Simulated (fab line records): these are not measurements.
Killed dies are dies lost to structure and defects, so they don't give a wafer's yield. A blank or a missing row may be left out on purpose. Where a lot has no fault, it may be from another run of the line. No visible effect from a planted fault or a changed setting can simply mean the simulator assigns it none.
fab line records -- flow sky130
[record] lots = 12, wafers = 36, last_day = 50
route steps=708 shown PWDE@52 VT_ADJUST_LVTN@118 POLY_GATE@229
lots that met no fault: from a run of the same line without faults
start_h: start of the lot's first displayed wafer, in hours after the record's first day -- wait_h: time in hours since the lot's previous step -- " same as the row above -- L1.1+2: a single row standing in for several wafers -- - value missing, or start not given -- * or withheld: withheld -- < > ~ a bound
route shown NAME@n: names a module that has steps shown in the file, with the first one's number in the route -- usual: mean/standard deviation taken from wafers without a fault -- same: alike in all rows -- chamber/n: place in a boat -- sites: readings site by site -- _std_site: standard deviation of those values -- _edge_site: the outer-site mean with the inner-site mean subtracted -- radius_mm: for every site, how far away it sits from the centre of the wafer -- mask NAME#n: copy n -- behind: the last tool/chamber to shape the wafer -- hold: why the lot went on hold/how many hours it stayed there/how the hold came to an end -- device: whichever transistor did not switch (one of n, p or np) -- end of line: tests run on the same wafers once the route is complete -- a step with no rows: only its recipe -- killed: dies that structure and defects cost at the first sort, which is not the same as the wafer's yield -- map: shows each die of a wafer: x if killed, . if not, _ if none is there
set.NAME: the run value of the setting; set.NAME@STEP: its run value at that earlier step -- model.NAME: the simulator's own value behind a step, which no gauge read
a sample of lots followed through the steps of the route, with each step as a table and each wafer as a row
services: a tool's chamber out of use, with start hour (start_h, from the record's first day; less than 0 if before it), hours out, and reason
[[steps]]
[step SKY_PWDE_OVL_MEAS_07]
[usual] PWDE_OVL = -0.6/1.3
lot.wafer,tool,chamber,start_h,wait_h,PWDE_OVL[nm]
L857.1,overlay-01,-,74.83,-,-1.1
L857.5,overlay-01,-,74.83,-,-0.2
L857.6,overlay-01,-,74.83,-,-1.6
L858.4,overlay-01,-,77.78,-,-0.2
L858.5,overlay-01,-,77.78,-,0.5
L858.6,overlay-01,-,77.78,-,-3.9
L860.3,overlay-02,-,88.77,-,-2.8
L860.5,overlay-02,-,88.77,-,-1.8
L860.6,overlay-02,-,88.77,-,-2.4
L861.1,overlay-02,-,95.83,-,0.1
L861.2,overlay-02,-,95.83,-,1.2
L861.5,overlay-02,-,95.83,-,-1.0
L862.3,overlay-01,-,100.79,-,-1.2
L862.4,overlay-01,-,100.79,-,-1.2
L862.5,overlay-01,-,100.79,-,-1.2
L863.1,overlay-01,-,109.03,-,-0.8
L863.5,overlay-01,-,109.03,-,1.0
L863.6,overlay-01,-,109.03,-,0.9
L864.2,overlay-01,-,112.81,-,-1.6
L864.3,overlay-01,-,112.81,-,-1.5
L864.6,overlay-01,-,112.81,-,-1.5
L866.1,overlay-01,-,120.81,-,-1.2
L866.4,overlay-01,-,120.81,-,-0.7
L866.6,overlay-01,-,120.81,-,-0.5
L867.1,overlay-02,-,130.77,-,-0.4
L867.2,overlay-02,-,130.77,-,-0.7
L867.3,overlay-02,-,130.77,-,-0.1
L869.4,overlay-02,-,139.90,-,-1.2
L869.5,overlay-02,-,139.90,-,-2.0
L869.6,overlay-02,-,139.90,-,-1.4
L878.2,overlay-02,-,194.23,-,-1.3
L878.4,overlay-02,-,194.23,-,-1.2
L878.6,overlay-02,-,194.23,-,1.3
L879.1,overlay-01,-,197.13,-,-0.2
L879.3,overlay-01,-,197.13,-,0.2
L879.6,overlay-01,-,197.13,-,1.4
[step SKY_VT_ADJUST_LVTN_TW_MEAS_21]
[usual] VT_ADJUST_LVTN_2_TW = 187.8/1.5
lot.wafer,tool,chamber,start_h,wait_h,VT_ADJUST_LVTN_2_TW
L857.1,film_metro-04,-,168.26,0.1,189.1
L857.5,film_metro-04,-,168.26,0.1,189.4
L857.6,film_metro-04,-,168.26,0.1,189.1
L858.4,film_metro-02,-,172.45,0.1,187.6
L858.5,film_metro-02,-,172.45,0.1,188.3
L858.6,film_metro-02,-,172.45,0.1,187.6
L860.3,film_metro-04,-,185.64,0.1,189.6
L860.5,film_metro-04,-,185.64,0.1,189.2
L860.6,film_metro-04,-,185.64,0.1,189.7
L861.1,film_metro-04,-,194.81,0.1,189.2
L861.2,film_metro-04,-,194.81,0.1,189.9
L861.5,film_metro-04,-,194.81,0.1,189.6
L862.3,film_metro-03,-,201.63,0.1,187.5
L862.4,film_metro-03,-,201.63,0.1,186.0
L862.5,film_metro-03,-,201.63,0.1,187.9
L863.1,film_metro-02,-,211.36,0.1,188.3
L863.5,film_metro-02,-,211.36,0.1,187.5
L863.6,film_metro-02,-,211.36,0.1,188.1
L864.2,film_metro-04,-,216.43,0.1,189.5
L864.3,film_metro-04,-,216.43,0.1,189.4
L864.6,film_metro-04,-,216.43,0.1,190.2
L866.1,film_metro-02,-,225.07,0.1,189.2
L866.4,film_metro-02,-,225.07,0.1,188.9
L866.6,film_metro-02,-,225.07,0.1,189.0
L867.1,film_metro-03,-,237.87,0.1,185.3
L867.2,film_metro-03,-,237.87,0.1,186.6
L867.3,film_metro-03,-,237.87,0.1,185.1
L869.4,film_metro-03,-,249.69,0.1,186.7
L869.5,film_metro-03,-,249.69,0.1,186.3
L869.6,film_metro-03,-,249.69,0.1,187.0
L878.2,film_metro-03,-,315.13,0.1,185.5
L878.4,film_metro-03,-,315.13,0.1,185.4
L878.6,film_metro-03,-,315.13,0.1,184.4
L879.1,film_metro-02,-,316.41,0.1,188.4
L879.3,film_metro-02,-,316.41,0.1,186.7
L879.6,film_metro-02,-,316.41,0.1,188.3
[step SKY_POLY_GATE_ETCH_15]
[recipe] chemistry = N2/H2, target = BARC, ion_energy_ev = 200, source_w = 500, bias_w = 100, pressure_mtorr = 30, n2_flow_sccm = 100, h2_flow_sccm = 200, stop_on = SiO2, time_s = 118.5, target_depth_a = 1100
[usual] drypump_motor_current_A = 5.9/0.43, oes_product_au = 0.717/0.0045, throttle_valve_pct = 13.213/0.0084
lot.wafer,tool,chamber,start_h,wait_h,drypump_motor_current_A,oes_product_au,rf_hours_counter_h,throttle_valve_pct
L857.1,rie_diel-03,3,373.24,0.0,5.5,0.715,1,13.212
L857.5,rie_diel-03,1,373.24,0.0,5.1,0.715,-,13.210
L857.6,rie_diel-03,2,373.24,0.0,6.8,0.716,-,13.220
L858.4,rie_diel-04,2,379.18,0.1,5.9,0.712,-,13.213
L858.5,rie_diel-04,3,379.18,0.1,6.0,0.724,-,13.219
L858.6,rie_diel-04,1,379.18,0.1,5.9,0.720,-,13.207
L860.3,rie_diel-04,0,399.27,0.1,5.8,0.719,-,13.210
L860.5,rie_diel-04,0,399.27,0.1,5.8,0.713,-,13.224
L860.6,rie_diel-04,2,399.27,0.1,5.9,0.730,-,13.205
L861.1,rie_diel-03,2,411.38,0.0,6.7,0.720,56,13.207
L861.2,rie_diel-03,3,411.38,0.0,5.5,0.723,2,13.213
L861.5,rie_diel-03,1,411.38,0.0,5.1,0.714,-,13.208
L862.3,rie_diel-04,3,444.49,0.0,6.0,0.723,12,13.215
L862.4,rie_diel-04,0,444.49,0.0,5.8,0.729,1,13.232
L862.5,rie_diel-04,2,444.49,0.0,5.9,0.713,-,13.202
L863.1,rie_diel-01,3,444.73,0.0,6.3,0.714,0,13.224
L863.5,rie_diel-01,3,444.73,0.0,6.3,0.719,-,13.202
L863.6,rie_diel-01,0,444.73,0.0,6.2,0.720,-,13.200
L864.2,rie_diel-03,3,444.84,0.0,5.5,0.728,2,13.210
L864.3,rie_diel-03,1,444.84,0.0,5.1,0.717,57,13.219
L864.6,rie_diel-03,0,444.84,0.0,5.8,0.716,-,13.213
L866.1,rie_diel-03,3,457.49,0.0,5.5,0.718,3,13.224
L866.4,rie_diel-03,1,457.49,0.0,5.1,0.715,57,13.215
L866.6,rie_diel-03,2,457.49,0.0,6.7,0.716,-,13.221
L867.1,rie_diel-01,0,469.59,0.0,6.2,0.715,3,13.219
L867.2,rie_diel-01,3,469.59,0.0,6.2,0.716,1,13.211
L867.3,rie_diel-01,1,469.59,0.0,5.2,0.721,14,13.198
L869.4,rie_diel-01,0,482.98,0.1,6.3,0.715,-,13.224
L869.5,rie_diel-01,3,482.98,0.1,6.3,0.719,-,13.213
L869.6,rie_diel-01,1,482.98,0.1,5.3,0.713,-,13.220
L878.2,rie_diel-03,3,560.49,0.0,5.5,0.711,5,13.224
L878.4,rie_diel-03,2,560.49,0.0,6.7,0.720,59,13.212
L878.6,rie_diel-03,2,560.49,0.0,6.8,0.724,-,13.215
L879.1,rie_diel-04,2,562.89,0.0,5.9,0.712,63,13.206
L879.3,rie_diel-04,0,562.89,0.0,5.8,0.723,4,13.214
L879.6,rie_diel-04,1,562.89,0.0,5.9,0.717,-,13.206
[step SKY_POLY_GATE_STRIP_18]
[recipe] chemistry = O2/N2, power_w = 1400, pressure_mtorr = 1500, platen_temp_c = withheld, o2_flow_sccm = 3000, n2_flow_sccm = 300, overash_fraction = 0.5
[usual] drypump_motor_current_A = 5.61/0.26, oes_product_au = 0.361/0.0044, strip_time_to_endpoint_s = 3.180/0.029
lot.wafer,tool,chamber,start_h,wait_h,drypump_motor_current_A,oes_product_au,rf_hours_counter_h,strip_time_to_endpoint_s
L857.1,plasma_asher-01,0,373.48,0.0,5.35,0.354,55,3.171
L857.5,plasma_asher-01,0,373.48,0.0,5.34,0.359,-,3.168
L857.6,plasma_asher-01,1,373.48,0.0,5.55,0.364,-,3.183
L858.4,plasma_asher-03,1,379.41,0.1,5.50,0.358,-,3.181
L858.5,plasma_asher-03,0,379.41,0.1,5.73,0.361,-,3.204
L858.6,plasma_asher-03,1,379.41,0.1,5.47,0.360,-,3.157
L860.3,plasma_asher-03,0,399.59,0.1,5.75,0.362,-,3.238
L860.5,plasma_asher-03,1,399.59,0.1,5.46,0.362,-,3.231
L860.6,plasma_asher-03,0,399.59,0.1,5.74,0.357,-,3.191
L861.1,plasma_asher-01,1,411.62,0.0,5.53,0.353,59,3.162
L861.2,plasma_asher-01,0,411.62,0.0,5.31,0.358,59,3.145
L861.5,plasma_asher-01,0,411.62,0.0,5.28,0.365,-,3.176
L862.3,plasma_asher-03,1,444.76,0.1,5.41,0.363,-,3.199
L862.4,plasma_asher-03,0,444.76,0.1,5.73,0.356,-,3.186
L862.5,plasma_asher-03,1,444.76,0.1,5.45,0.358,-,3.176
L863.1,plasma_asher-01,0,444.97,0.0,5.28,0.359,62,3.168
L863.5,plasma_asher-01,0,444.97,0.0,5.32,0.367,-,3.192
L863.6,plasma_asher-01,1,444.97,0.0,5.56,0.358,-,3.160
L864.2,plasma_asher-03,1,445.08,0.0,5.49,0.361,76,3.139
L864.3,plasma_asher-03,1,445.08,0.0,5.52,0.362,-,3.166
L864.6,plasma_asher-03,1,445.08,0.0,5.48,0.356,-,3.169
L866.1,plasma_asher-01,1,457.72,0.0,5.52,0.366,63,3.171
L866.4,plasma_asher-01,0,457.72,0.0,5.34,0.362,-,3.187
L866.6,plasma_asher-01,0,457.72,0.0,5.35,0.364,-,3.196
L867.1,plasma_asher-01,0,469.83,0.0,5.28,0.354,65,3.185
L867.2,plasma_asher-01,1,469.83,0.0,5.57,0.358,65,3.167
L867.3,plasma_asher-01,1,469.83,0.0,5.55,0.364,-,3.157
L869.4,plasma_asher-01,0,483.21,0.1,5.27,0.363,-,3.157
L869.5,plasma_asher-01,0,483.21,0.1,5.31,0.361,-,3.151
L869.6,plasma_asher-01,1,483.21,0.1,5.54,0.357,-,3.122
L878.2,plasma_asher-04,1,560.72,0.0,6.20,0.370,44,3.193
L878.4,plasma_asher-04,1,560.72,0.0,6.18,0.366,-,3.364
L878.6,plasma_asher-04,1,560.72,0.0,6.18,0.367,-,3.331
L879.1,plasma_asher-01,1,563.13,0.0,5.54,0.356,75,3.148
L879.3,plasma_asher-01,0,563.13,0.0,5.27,0.353,-,3.181
L879.6,plasma_asher-01,1,563.13,0.0,5.55,0.359,-,3.148
[step SKY_POLY_GATE_THK_MEAS_21]
[recipe] reads = SiO2_of_POLY_GATE_OXIDATION_20
[usual] POLY_GATE_OXIDATION_THK = 4.04/0.069
lot.wafer,tool,chamber,start_h,wait_h,POLY_GATE_OXIDATION_THK[nm]
L857.1,film_metro-02,-,375.07,0.0,3.88
L857.5,film_metro-02,-,375.07,0.0,3.97
L857.6,film_metro-02,-,375.07,0.0,3.98
L858.4,film_metro-04,-,382.68,0.0,3.97
L858.5,film_metro-04,-,382.68,0.0,4.05
L858.6,film_metro-04,-,382.68,0.0,4.00
L860.3,film_metro-04,-,402.72,0.0,4.00
L860.5,film_metro-04,-,402.72,0.0,4.18
L860.6,film_metro-04,-,402.72,0.0,4.15
L861.1,film_metro-01,-,415.59,0.0,4.03
L861.2,film_metro-01,-,415.59,0.0,4.04
L861.5,film_metro-01,-,415.59,0.0,4.03
L864.2,film_metro-02,-,448.11,0.0,3.96
L864.3,film_metro-02,-,448.11,0.0,3.90
L864.6,film_metro-02,-,448.11,0.0,3.93
L863.1,film_metro-04,-,448.13,0.0,4.05
L863.5,film_metro-04,-,448.13,0.0,3.99
L863.6,film_metro-04,-,448.13,0.0,4.04
L862.3,film_metro-01,-,448.14,0.1,4.05
L862.4,film_metro-01,-,448.14,0.1,4.04
L862.5,film_metro-01,-,448.14,0.1,4.11
L866.1,film_metro-01,-,466.06,0.0,3.93
L866.4,film_metro-01,-,466.06,0.0,4.04
L866.6,film_metro-01,-,466.06,0.0,4.04
L867.1,film_metro-04,-,474.75,0.0,4.00
L867.2,film_metro-04,-,474.75,0.0,4.01
L867.3,film_metro-04,-,474.75,0.0,4.00
L869.4,film_metro-01,-,486.02,0.0,4.07
L869.5,film_metro-01,-,486.02,0.0,4.04
L869.6,film_metro-01,-,486.02,0.0,4.02
L878.2,film_metro-01,-,562.13,0.0,4.07
L878.4,film_metro-01,-,562.13,0.0,4.07
L878.6,film_metro-01,-,562.13,0.0,4.12
L879.1,film_metro-04,-,565.43,0.0,3.92
L879.3,film_metro-04,-,565.43,0.0,4.01
L879.6,film_metro-04,-,565.43,0.0,3.93
[[services]]
tool,chamber,start_h,hours,kind
rie_diel-04,0,376.18,-,clean
rie_diel-04,0,376.18,14.9,scheduled_down
rie_diel-04,0,376.18,14.9,vent_cycle
rie_diel-01,3,390.72,-,clean
rie_diel-01,3,390.72,18.9,scheduled_down
rie_diel-01,3,390.72,18.9,vent_cycle
rie_diel-04,1,391.57,15.4,repair
rie_diel-04,3,395.09,4.6,repair
rie_diel-04,1,406.96,-,clean
rie_diel-04,1,406.96,15.6,scheduled_down
rie_diel-04,1,406.96,15.6,vent_cycle
rie_diel-04,0,446.31,9.7,repair
rie_diel-01,2,456.85,39.9,repair
plasma_asher-03,-,468.31,28.1,pm
rie_diel-03,2,472.67,6.0,repair
rie_diel-01,3,479.42,1.9,repair
rie_diel-01,-,479.43,2.8,pm
rie_diel-04,2,483.63,42.0,repair
rie_diel-03,1,487.13,9.6,repair
plasma_asher-01,-,495.49,3.4,repair
plasma_asher-03,-,510.57,2.8,pm
rie_diel-01,1,545.22,12.4,repair
rie_diel-04,2,552.23,3.4,repair
[[key]]
[first_sign] step = SKY_POLY_GATE_STRIP_18, reading = strip_time_to_endpoint_s, direction = up, sigmas = 5.8, usual = *, struck = *
effect none on later readings
met_at SKY_POLY_GATE_ETCH_15
struck_lots L878
struck_wafers L878.4,L878.6
tester_left_out L878
not_acting_at SKY_PWDE_OVL_MEAS_07,SKY_VT_ADJUST_LVTN_TW_MEAS_21,SKY_POLY_GATE_THK_MEAS_21
onset_between 457.49 560.49
[fault] kind = process_parameter_drift, tool = rie_diel-03, chamber = 2, onset_h = 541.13, steps = SKY_POLY_GATE_ETCH_15, channel = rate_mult, offset = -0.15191, shape = step, end_h = 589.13
// tester_left_out: of these lots the tester's yield and bins aren't shown, on N5 and GAA mostly nor the transistor test; their killed dies are dies lost to structure and defects alone, not to doping, threshold or leakage, so they don't give the yield
